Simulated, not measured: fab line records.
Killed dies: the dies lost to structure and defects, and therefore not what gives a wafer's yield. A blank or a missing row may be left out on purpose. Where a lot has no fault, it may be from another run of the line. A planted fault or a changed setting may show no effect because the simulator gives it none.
Which tool is to blame? | flow gf180mcu | Sampling: 12 lots, 36 wafers, 5 of 602 route steps

== WHAT THE GAUGES SHOWED, per wafer ==
GF_V4_THK_MEAS_01. Usual: V4_CVD_00_THK gives 598 nm (standard deviation 8.4).
lot  | measured     | on            | V4_CVD_00_THK (nm) | flag
L760 | day 23 15:56 | film metro-02 | 582 604 586        |
L761 | day 23 23:35 | film metro-02 | 599 600 610        |
L763 | day 24 17:01 | film metro-01 | 618 587 609        |
L764 | day 25 01:51 | film metro-02 | 611 585 596        |
L766 | day 25 17:26 | film metro-01 | 590 606 604        |
L768 | day 26 10:07 | film metro-04 | 597 593 588        |
L770 | day 27 06:12 | film metro-04 | 595 601 600        |
L776 | day 28 19:35 | film metro-02 | 591 595 584        |
L778 | day 29 14:43 | film metro-01 | 597 595 604        |
L780 | day 30 02:41 | film metro-01 | 602 595 598        |
L781 | day 30 07:13 | film metro-02 | 582 577 586        |
L783 | day 31 00:19 | film metro-02 | 601 591 609        |

GF_V4_THK_MEAS_03. Usual: V4_CVD_02_THK gives 849 nm (standard deviation 14).
lot  | measured     | on            | V4_CVD_02_THK (nm) | flag
L760 | day 23 16:03 | film metro-02 | 842 842 848        |
L761 | day 23 23:43 | film metro-04 | 822 827 828        |
L763 | day 24 17:08 | film metro-04 | 833 835 848        |
L764 | day 25 01:59 | film metro-04 | 834 836 845        |
L766 | day 25 17:34 | film metro-04 | 857 849 855        |
L768 | day 26 10:15 | film metro-01 | 810 813 813        |
L770 | day 27 06:20 | film metro-02 | 801 820 808        |
L776 | day 28 19:43 | film metro-01 | 860 877 872        |
L778 | day 29 14:51 | film metro-04 | 850 869 867        |
L780 | day 30 02:49 | film metro-02 | 817 868 837        |
L781 | day 30 07:20 | film metro-02 | 821 823 835        |
L783 | day 31 00:26 | film metro-01 | 826 854 868        |

== WHICH TOOL RAN EACH LOT (tool, then ch and the chambers of the sampled wafers, then the start) ==
lot  | GF_V3_SPUTTER_22             | GF_M4_SPUTTER_02             | GF_V4_CVD_02
L760 | pvd sputter-01, day 22 14:58 | pvd sputter-02, day 22 16:06 | pecvd-01 ch 0,1, day 23 15:59
L761 | pvd sputter-01, day 22 22:24 | pvd sputter-04, day 22 23:10 | pecvd-02 ch 1,2, day 23 23:38
L763 | pvd sputter-01, day 23 16:52 | pvd sputter-04, day 23 17:38 | pecvd-03 ch 0,1, day 24 17:04
L764 | pvd sputter-04, day 24 01:47 | pvd sputter-03, day 24 02:32 | pecvd-02 ch 1,2, day 25 01:54
L766 | pvd sputter-01, day 24 18:16 | pvd sputter-02, day 24 19:02 | pecvd-03 ch 0,1,2, day 25 17:29
L768 | pvd sputter-04, day 25 11:22 | pvd sputter-02, day 25 12:08 | pecvd-03 ch 0,1,2, day 26 10:11
L770 | pvd sputter-04, day 26 07:25 | pvd sputter-02, day 26 08:11 | pecvd-03 ch 0,1, day 27 06:14
L776 | pvd sputter-04, day 28 00:28 | pvd sputter-03, day 28 01:13 | pecvd-01 ch 0,2, day 28 19:38
L778 | pvd sputter-04, day 28 17:39 | pvd sputter-03, day 28 18:34 | pecvd-02 ch 0,1, day 29 14:46
L780 | pvd sputter-04, day 29 05:49 | pvd sputter-02, day 29 06:34 | pecvd-03 ch 0,2, day 30 02:44
L781 | pvd sputter-03, day 29 10:34 | pvd sputter-02, day 29 11:30 | pecvd-03 ch 0,1, day 30 07:16
L783 | pvd sputter-01, day 30 04:21 | pvd sputter-02, day 30 05:07 | pecvd-02 ch 0,1,2, day 31 00:22
- GF_V3_SPUTTER_22: material TiN, target thk 10 nm, time 40 s.
- GF_M4_SPUTTER_02: material AlCu, target thk 450 nm, time 23.9 s.
- GF_V4_CVD_02: deposits SiO2 from TEOS, target thk 850 nm, time 94.851 s.

== AS READ BY THE TOOLS THEMSELVES (means over the sampled wafers that have a number; for cases with no such wafer, the mark the record gives instead) ==
GF_V3_SPUTTER_22. Usual: throttle valve pct 29.6 %, standard deviation 0.77.
lot  | tool           | throttle valve pct (%) | flag
L760 | pvd sputter-01 | 29.8                   |
L761 | pvd sputter-01 | 28.9                   |
L763 | pvd sputter-01 | 29.7                   |
L764 | pvd sputter-04 | 29.9                   |
L766 | pvd sputter-01 | 29.1                   |
L768 | pvd sputter-04 | 29.8                   |
L770 | pvd sputter-04 | 29.9                   |
L776 | pvd sputter-04 | 29.9                   |
L778 | pvd sputter-04 | 29.4                   |
L780 | pvd sputter-04 | 29.4                   |
L781 | pvd sputter-03 | 29.4                   |
L783 | pvd sputter-01 | 30.5                   |

GF_M4_SPUTTER_02. Usual: throttle valve pct 29.8 %, standard deviation 0.66.
lot  | tool           | throttle valve pct (%) | flag
L760 | pvd sputter-02 | 30.2                   |
L761 | pvd sputter-04 | 29.4                   |
L763 | pvd sputter-04 | 29.5                   |
L764 | pvd sputter-03 | 29.8                   |
L766 | pvd sputter-02 | 29.5                   |
L768 | pvd sputter-02 | 30.1                   |
L770 | pvd sputter-02 | 29.6                   |
L776 | pvd sputter-03 | 29.7                   |
L778 | pvd sputter-03 | 29.6                   |
L780 | pvd sputter-02 | 29.8                   |
L781 | pvd sputter-02 | 29.6                   |
L783 | pvd sputter-02 | 30.1                   |

GF_V4_CVD_02. Usual: heater power w 628 W, standard deviation 69.
lot  | tool     | heater power w (W) | flag
L760 | pecvd-01 | 680                |
L761 | pecvd-02 | 657                |
L763 | pecvd-03 | 567                |
L764 | pecvd-02 | 623                |
L766 | pecvd-03 | 669                |
L768 | pecvd-03 | 636                |
L770 | pecvd-03 | 652                |
L776 | pecvd-01 | 575                |
L778 | pecvd-02 | 633                |
L780 | pecvd-03 | 678                |
L781 | pecvd-03 | 579                |
L783 | pecvd-02 | 644                |

== THE ANSWER, worked out from the rows above alone ==
Rule: take the mean of a lot's wafers that have a number; if it is more than 3 standard deviations from the usual mean, the lot is off. A lot without any number at a reading at which 4 lots or more have one is off too. All remaining lots with rows at the step are treated as sound. First the gauges in route order, then the tools' own readings, where a lot's mean is used as printed above. At the first step where some lot is off, the reading lying furthest off is the one used; lots without a number count as furthest.
Across all readings shown, no lot is off: no conclusion can be drawn from this.

== WHAT THE SIMULATOR HAD INSERTED ==
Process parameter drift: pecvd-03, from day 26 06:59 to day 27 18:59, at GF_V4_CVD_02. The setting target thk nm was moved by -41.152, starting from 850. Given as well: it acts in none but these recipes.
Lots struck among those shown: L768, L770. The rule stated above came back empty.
